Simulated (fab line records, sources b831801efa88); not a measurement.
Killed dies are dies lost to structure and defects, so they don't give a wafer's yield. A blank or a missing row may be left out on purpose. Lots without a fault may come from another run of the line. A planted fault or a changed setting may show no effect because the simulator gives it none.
Chamber matching | flow gf180mcu | GF_V3_ETCH_16 on rie_diel-03: 4 sister chambers
The step etches BARC in N2/H2. 14 wafers are shown with their chamber, then 7 later ones without.

WAFERS WITH THEIR CHAMBER
wafer  | chamber | drypump_motor_current_A (A) | oes_product_au (a.u.) | throttle_valve_pct (%)
L909.1 | 1       | 4.8                         | 0.857                 | 13.233
L909.2 | 0       | 5.4                         | 0.861                 | 13.228
L909.6 | 0       | 5.4                         | 0.847                 | 13.214
L911.1 | 2       | 6.3                         | 0.856                 | 13.241
L911.5 | 0       | 5.4                         | 0.845                 | 13.221
L911.6 | 1       | 4.8                         | 0.860                 | 13.209
L912.2 | 2       | 6.2                         | 0.853                 | 13.215
L912.4 | 0       | 5.4                         | 0.854                 | 13.238
L912.6 | 2       | 6.2                         | 0.863                 | 13.238
L913.3 | 3       | 6.4                         | 0.849                 | 13.237
L913.5 | 3       | 6.4                         | 0.855                 | 13.221
L913.6 | 1       | 4.8                         | 0.851                 | 13.231
L918.1 | 0       | 5.3                         | 0.862                 | 13.222
L918.2 | 3       | 6.4                         | 0.856                 | 13.216

SIGNATURES (means of the wafers above)
reading                 | chamber 0 | chamber 1 | chamber 2 | chamber 3 | scatter within a chamber
drypump_motor_current_A | 5.380     | 4.800     | 6.233     | 6.400     | 0.0383
oes_product_au          | 0.85380   | 0.85600   | 0.85733   | 0.85333   | 0.00605
throttle_valve_pct      | 13.22460  | 13.22433  | 13.23133  | 13.22467  | 0.0115
Rule: a wafer's distance from a chamber is the root of the sum, over the readings, of the square of ((its reading less the chamber's mean) divided by the reading's scatter). The wafer belongs to the nearest chamber; if the next one is less than 2 further off, it can't be placed. The scatter: the root of (the sum of the squares of (reading less its chamber's mean) over the shown wafers, divided by (wafers less chambers)).

WAFERS WITHOUT THEIR CHAMBER
wafer  | drypump_motor_current_A (A) | oes_product_au (a.u.) | throttle_valve_pct (%)
L918.4 | 6.2                         | 0.855                 | 13.214
L922.1 | 6.4                         | 0.855                 | 13.200
L922.3 | 5.3                         | 0.851                 | 13.232
L922.5 | 4.8                         | 0.862                 | 13.229
L926.1 | 5.4                         | 0.859                 | 13.225
L926.5 | 6.2                         | 0.853                 | 13.235
L926.6 | 6.4                         | 0.854                 | 13.236

WHICH CHAMBER EACH WENT THROUGH
wafer  | from the rows above | in truth
L918.4 | 2                   | 2
L922.1 | 3                   | 3
L922.3 | 0                   | 0
L922.5 | 1                   | 1
L926.1 | 0                   | 0
L926.5 | 2                   | 2
L926.6 | 3                   | 3
Placed correctly: 7 of 7. Can't be placed from these rows: 0. Placed wrongly: 0.
